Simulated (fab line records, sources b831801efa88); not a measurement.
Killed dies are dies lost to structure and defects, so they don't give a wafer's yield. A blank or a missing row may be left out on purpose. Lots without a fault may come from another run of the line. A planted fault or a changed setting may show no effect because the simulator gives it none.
One fault seen from 2 desks | flow sky130 | each desk has only its own numbers; what lay behind them comes last

THE TOOL OWNER'S DESK: wet_bench-01
The tool's own readings at SKY_SONOS_ONO_WET_ETCH_16 (etches SiO2 in dHF, target depth 14 nm, time 280 s): means of the sampled wafers that have a number, for each lot that ran on this tool. A lot is out of limits, marked OUT, if its mean lies more than 4 standard deviations from the usual mean; the brackets give that distance.
Columns: A = run_length_s at SKY_SONOS_ONO_WET_ETCH_16, usual 309 s; B = temp_c at SKY_SONOS_ONO_WET_ETCH_16, usual 24.97 C
lot  | first seen here | A             | B
L382 | day 12 21:12    | 313           | 25.07
L393 | day 17 10:26    | 150 (-42) OUT | 24.98
L394 | day 17 10:44    | 150 (-42) OUT | 25.00
This desk's finding: out of limits on L393, L394; first on L393, day 17 10:26 (run_length_s at SKY_SONOS_ONO_WET_ETCH_16). In limits: L382.

THE METROLOGY DESK
What the gauges read, lot by lot, whatever tool the lot ran on: means of the sampled wafers that have a number. A lot is out of limits, marked OUT, if its mean lies more than 4 standard deviations from the usual mean; the brackets give that distance.
Columns: A = SONOS_ONO_CVD_04_THK at SKY_SONOS_ONO_THK_MEAS_05, usual 5.73 nm; B = cd_nm at SKY_SONOS_ONO_CD_MEAS_13, usual 410.5 nm; C = SONOS_ONO_OVL at SKY_SONOS_ONO_OVL_MEAS_14, usual 2.0 nm; D = GATE_OXIDE_OXIDATION_00_THK at SKY_GATE_OXIDE_THK_MEAS_02, usual 10.17 nm; E = GATE_OXIDE_OVL at SKY_GATE_OXIDE_OVL_MEAS_10, usual 0.9 nm; F = GATE_OXIDE_TW at SKY_GATE_OXIDE_TW_MEAS_14, usual 224.9; G = POLY_GATE_CVD_00_THK at SKY_POLY_GATE_THK_MEAS_01, usual 179.1 nm
lot  | first seen here | A    | B     | C    | D     | E    | F     | G
L382 | day 11 19:46    | 5.61 | 412.5 | 2.7  | 10.07 | 1.9  | 227.0 | 178.0
L386 | day 13 09:29    | 5.61 | 411.3 | 2.3  | 10.20 | 2.3  | 225.4 | 179.7
L393 | day 16 07:00    | 5.68 | 409.6 | -0.6 | 9.89  | 3.0  | 227.5 | 179.4
L394 | day 16 07:03    | 5.68 | 412.8 | 2.8  | 10.32 | -1.1 | 225.5 | 181.0
L395 | day 17 15:28    | 5.56 | 410.0 | 0.1  | 9.74  | 1.0  | 225.5 | 179.4
L400 | day 18 04:49    | 5.81 | 408.0 | 3.0  | 9.83  | -0.0 | 225.6 | 178.2
This desk's finding: nothing out of limits on any of the 6 lots.

PUT TOGETHER
The tool owner's desk could have raised an alarm at day 17 10:26, on L393, L394.
The metrology desk saw nothing out of limits.
The metrology desk has L393, L394 on record, within its limits.
Of the lots named, all ran SKY_SONOS_ONO_WET_ETCH_16 on wet_bench-01.

WHAT THE SIMULATOR HAD PUT IN
Process parameter drift: wet_bench-01, from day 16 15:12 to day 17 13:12, at SKY_SONOS_ONO_WET_ETCH_16. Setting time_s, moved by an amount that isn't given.
Lots struck among those shown: L393, L394.
Hours from the fault's start to each desk's first reading out of limits: the tool owner's desk, 19.
